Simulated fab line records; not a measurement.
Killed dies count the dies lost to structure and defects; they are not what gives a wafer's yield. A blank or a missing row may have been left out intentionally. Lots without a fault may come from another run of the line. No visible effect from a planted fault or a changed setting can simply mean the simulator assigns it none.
Matching of chambers    flow gf180mcu    GF_V2_CMP_26 on cmp-01 has 4 sister chambers
The step polishes, stops on SiO2, t overpolish 15 s, target thk 0 nm. 4 wafers are shown with their chamber, then 12 later ones without.

## WAFERS PAIRED WITH THEIR CHAMBERS
wafer   chamber  motor current A (A)
L089.3  2        9.8
L090.3  3        10.1
L090.5  1        10.8
L090.6  0        9.0

## WAFERS WHOSE CHAMBER IS MISSING
wafer   motor current A (A)
L092.1  9.1
L092.2  10.4
L092.4  10.0
L093.3  10.9
L093.4  10.1
L093.6  9.2
L094.3  10.0
L094.4  11.4
L094.5  9.5
L096.1  10.5
L096.2  11.2
L096.5  10.1

## WHICH CHAMBER EACH WENT THROUGH
wafer   from the rows above           in truth
L092.1  0                             0
L092.2  can't be placed: 3 or 1 or 2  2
L092.4  can't be placed: 3 or 2       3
L093.3  1                             1
L093.4  can't be placed: 3 or 2       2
L093.6  can't be placed: 0 or 2       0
L094.3  can't be placed: 3 or 2       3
L094.4  1                             1
L094.5  can't be placed: 2 or 0 or 3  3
L096.1  can't be placed: 1 or 3 or 2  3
L096.2  1                             1
L096.5  can't be placed: 3 or 2       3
Placed correctly: 4 of 12. Not placeable from these rows: 8 (in 8, the candidates include the true chamber). Placed wrongly: 0.
How it was worked out, from the rows above alone: a wafer's distance from a chamber is the root of the sum, over the readings, of the square of ((its reading less the chamber's mean) divided by the reading's scatter). The wafer belongs to the nearest chamber; if the next one is less than 2 further off, it can't be placed. The mean given for a chamber averages the wafers shown for that chamber. The scatter: root of mean squared gap, hidden wafer to nearest shown wafer, with one shown wafer a chamber.
